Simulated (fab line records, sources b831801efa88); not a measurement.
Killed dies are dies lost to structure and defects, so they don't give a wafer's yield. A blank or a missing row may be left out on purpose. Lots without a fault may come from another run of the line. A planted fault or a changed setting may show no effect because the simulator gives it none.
Which tool did it? | flow gf180mcu | 12 lots, 36 wafers sampled, at 5 steps of a route of 602

WHAT THE GAUGES READ, wafer by wafer
GF_VT_IMPLANT_TW_MEAS_10.
lot  | measured     | on            | VT_IMPLANT_TW
L897 | day 6 04:08  | film_metro-04 | 558 554 558
L899 | day 6 15:40  | film_metro-01 | 569 569 569
L901 | day 7 04:46  | film_metro-01 | 568 567 569
L902 | day 7 08:40  | film_metro-04 | 559 555 557
L903 | day 7 15:38  | film_metro-03 | 557 551 555
L905 | day 8 03:25  | film_metro-01 | 560 563 559
L906 | day 8 10:55  | film_metro-01 | 565 564 561
L907 | day 8 13:35  | film_metro-04 | 553 561 555
L908 | day 9 02:38  | film_metro-04 | 557 558 555
L911 | day 9 18:20  | film_metro-01 | 564 563 562
L912 | day 9 23:26  | film_metro-03 | 556 553 554
L916 | day 10 20:23 | film_metro-04 | 554 556 557

GF_VT_IMPLANT_RS_MEAS_49: measures by four-point-probe.
lot  | measured     | on            | MVPSD_RS (ohm/sq)
L897 | day 8 01:22  | film_metro-04 | 1168.1 1164.5 1165.1
L899 | day 8 14:50  | film_metro-04 | 1164.5 1164.9 1168.6
L901 | day 9 06:01  | film_metro-02 | 1168.0 1170.4 1164.1
L902 | day 9 09:16  | film_metro-01 | 1170.7 1167.8 1168.1
L903 | day 9 16:12  | film_metro-01 | 1165.6 1167.3 1166.4
L905 | day 10 06:18 | film_metro-04 | 1149.3 1147.1 1146.2
L906 | day 10 14:48 | film_metro-01 | 1149.5 1151.2 1146.9
L907 | day 10 17:17 | film_metro-04 | 1169.5 1171.6 1168.6
L908 | day 11 08:00 | film_metro-01 | 1150.7 1149.4 1148.5
L911 | day 12 02:07 | film_metro-01 | 1168.0 1170.2 1167.6
L912 | day 12 06:17 | film_metro-01 | 1164.1 1164.6 1162.4
L916 | day 13 05:49 | film_metro-01 | 1170.8 1165.8 1167.4

WHICH TOOL RAN EACH LOT (tool, then ch and the chambers of the sampled wafers, then the start)
lot  | GF_NWELL_STRIP_10                   | GF_MVPSD_IMPLANT_08             | GF_VT_IMPLANT_STRIP_09
L897 | plasma_asher-04 ch 0,1, day 3 19:01 | implanter-03 ch 0, day 5 12:53  | plasma_asher-02 ch 0,1, day 6 04:01
L899 | plasma_asher-04 ch 0,1, day 4 06:43 | implanter-01 ch 0, day 6 00:37  | plasma_asher-03 ch 0,1, day 6 15:34
L901 | plasma_asher-03 ch 0,1, day 4 16:13 | implanter-01 ch 0, day 6 12:29  | plasma_asher-03 ch 0, day 7 04:40
L902 | plasma_asher-03 ch 0,1, day 4 20:58 | implanter-01 ch 0, day 6 17:19  | plasma_asher-03 ch 0,1, day 7 08:34
L903 | plasma_asher-03 ch 0,1, day 5 03:25 | implanter-03 ch 0, day 7 00:31  | plasma_asher-04 ch 0,1, day 7 15:31
L905 | plasma_asher-02 ch 0,1, day 5 13:10 | implanter-03 ch 0, day 7 10:55  | plasma_asher-04 ch 0,1, day 8 03:19
L906 | plasma_asher-02 ch 0,1, day 5 20:28 | implanter-03 ch 0, day 7 18:37  | plasma_asher-03 ch 0,1, day 8 10:49
L907 | plasma_asher-02 ch 0,1, day 6 00:03 | implanter-01 ch 0, day 7 21:31  | plasma_asher-03 ch 0,1, day 8 13:30
L908 | plasma_asher-03 ch 0, day 6 10:55   | implanter-03 ch 0, day 8 09:44  | plasma_asher-04 ch 0,1, day 9 02:31
L911 | plasma_asher-03 ch 0,1, day 7 02:10 | implanter-01 ch 0, day 9 01:26  | plasma_asher-04 ch 0,1, day 9 18:13
L912 | plasma_asher-04 ch 0,1, day 7 05:49 | implanter-04 ch 0, day 9 06:10  | plasma_asher-02 ch 0,1, day 9 23:21
L916 | plasma_asher-02 ch 0,1, day 8 00:31 | implanter-04 ch 0, day 10 01:32 | plasma_asher-04 ch 0,1, day 10 20:16
- GF_NWELL_STRIP_10: strips in O2/N2.
- GF_MVPSD_IMPLANT_08
- GF_VT_IMPLANT_STRIP_09: strips in O2/N2.

WHAT THE TOOLS THEMSELVES READ (means of the sampled wafers that have a number; where no wafer has one, the mark that the record gives instead)
GF_NWELL_STRIP_10.
lot  | tool            | drypump_motor_current_A (A) | heater_power_w (W) | oes_product_au (a.u.) | platen_temp_c (C) | strip_time_to_endpoint_s (s)
L897 | plasma_asher-04 | 6.07                        | 342                | 0.723                 | 250.03            | 37.38
L899 | plasma_asher-04 | 6.09                        | 330                | 0.722                 | 249.83            | 37.44
L901 | plasma_asher-03 | 5.66                        | 371                | 0.724                 | 249.96            | 37.49
L902 | plasma_asher-03 | 5.68                        | 369                | 0.728                 | 250.27            | 37.42
L903 | plasma_asher-03 | 5.67                        | 368                | 0.724                 | 250.05            | 37.44
L905 | plasma_asher-02 | 5.63                        | 326                | 0.722                 | 249.77            | 37.52
L906 | plasma_asher-02 | 5.77                        | 352                | 0.724                 | 250.19            | 37.41
L907 | plasma_asher-02 | 5.65                        | 326                | 0.725                 | 250.02            | 37.58
L908 | plasma_asher-03 | 5.69                        | 376                | 0.723                 | 250.01            | 37.39
L911 | plasma_asher-03 | 5.67                        | 371                | 0.727                 | 250.05            | 37.41
L912 | plasma_asher-04 | 6.06                        | 345                | 0.726                 | 249.94            | 37.53
L916 | plasma_asher-02 | 5.72                        | 355                | 0.724                 | 249.98            | 37.48

GF_MVPSD_IMPLANT_08.
lot  | tool         | beam_energy_keV | dose_ions_cm2 | end_station_pressure_torr (Torr) | faraday_current_uA | tilt_deg (degrees)
L897 | implanter-03 | 169.85          | 1.5e+13       | 5.00e-06                         | 83.6               | 0.018
L899 | implanter-01 | 169.97          | 1.5e+13       | 5.25e-06                         | 83.4               | 0.029
L901 | implanter-01 | 170.00          | 1.5e+13       | 5.05e-06                         | 85.8               | -0.020
L902 | implanter-01 | 170.05          | 1.5e+13       | 4.88e-06                         | 84.3               | 0.033
L903 | implanter-03 | 169.96          | 1.5e+13       | 4.97e-06                         | 83.6               | 0.004
L905 | implanter-03 | 187.30          | 1.5e+13       | 5.10e-06                         | 84.9               | -0.011
L906 | implanter-03 | 187.31          | 1.5e+13       | 4.99e-06                         | 85.2               | 0.015
L907 | implanter-01 | 170.04          | 1.5e+13       | 4.81e-06                         | 82.2               | 0.005
L908 | implanter-03 | 187.35          | 1.5e+13       | 5.02e-06                         | 85.7               | -0.013
L911 | implanter-01 | 170.01          | 1.5e+13       | 5.13e-06                         | 84.2               | -0.014
L912 | implanter-04 | 169.97          | 1.5e+13       | 4.99e-06                         | 82.7               | -0.010
L916 | implanter-04 | 170.04          | 1.5e+13       | 5.16e-06                         | 84.5               | 0.019

GF_VT_IMPLANT_STRIP_09.
lot  | tool            | drypump_motor_current_A (A) | heater_power_w (W) | oes_product_au (a.u.) | platen_temp_c (C) | strip_time_to_endpoint_s (s)
L897 | plasma_asher-02 | 5.63                        | 325                | 0.714                 | 250.00            | 12.65
L899 | plasma_asher-03 | 5.67                        | 364                | 0.723                 | 249.88            | 12.59
L901 | plasma_asher-03 | 5.68                        | 379                | 0.717                 | 249.66            | 12.59
L902 | plasma_asher-03 | 5.68                        | 373                | 0.713                 | 250.09            | 12.58
L903 | plasma_asher-04 | 6.06                        | 337                | 0.714                 | 250.16            | 12.61
L905 | plasma_asher-04 | 6.08                        | 337                | 0.718                 | 249.85            | 12.62
L906 | plasma_asher-03 | 5.69                        | 363                | 0.721                 | 250.15            | 12.64
L907 | plasma_asher-03 | 5.69                        | 366                | 0.714                 | 249.95            | 12.67
L908 | plasma_asher-04 | 6.07                        | 341                | 0.718                 | 250.05            | 12.64
L911 | plasma_asher-04 | 6.09                        | 338                | 0.719                 | 250.22            | 12.63
L912 | plasma_asher-02 | 5.74                        | 356                | 0.719                 | 250.01            | 12.61
L916 | plasma_asher-04 | 6.08                        | 333                | 0.717                 | 249.88            | 12.64

THE ANSWER, worked out from the rows above alone
Rule: what is usual is taken from the lots themselves. Put in order of their means at a reading, lots are off if they are a third of the lots or fewer, leave a main group of 4 or more, and stand apart from it by a gap of 3 or more times the standard deviation of the main group's means; of several such gaps the widest counts. A main group whose means are all the same, to the digits that the tables above print for the reading, isn't used. A lot without any number at a reading at which 4 lots or more have one is off too. The other lots that the step has rows for count as sound. The gauges are gone through in route order, then the tools' own readings, and for those a lot's mean is taken as printed above. The first step at which some lot is off is used, and at that step the reading that is off furthest; a lot without a number counts as furthest.
Off: L905, L906, L908, at GF_VT_IMPLANT_RS_MEAS_49 (MVPSD_RS). The main group: mean 1167.2 ohm/sq, standard deviation 1.8.
A tool fits if, at a process step before that reading, it ran every lot that is off, and no sound lot after the first of them. The gauges at GF_VT_IMPLANT_RS_MEAS_49 aren't tried: what is off there is off at GF_MVPSD_IMPLANT_08 too, on other tools, and a gauge's error can't cause that. One fits: implanter-03 at GF_MVPSD_IMPLANT_08. Its last sound lot is L903 (day 7 00:31), its first lot that is off L905 (day 7 10:55): a fault that began between those two fits.
The tool's own readings at GF_MVPSD_IMPLANT_08 bear it out: on the lots that are off they differ by more than 5 times the standard deviation of the sound lots' means. beam_energy_keV reads 187.32 there against 169.99 on the sound lots.

WHAT THE SIMULATOR HAD PUT IN
Process parameter drift: implanter-03, from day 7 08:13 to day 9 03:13, at GF_MVPSD_IMPLANT_08. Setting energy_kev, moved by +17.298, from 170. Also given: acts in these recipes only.
Lots struck among those shown: L905, L906, L908. The rule above found the same.
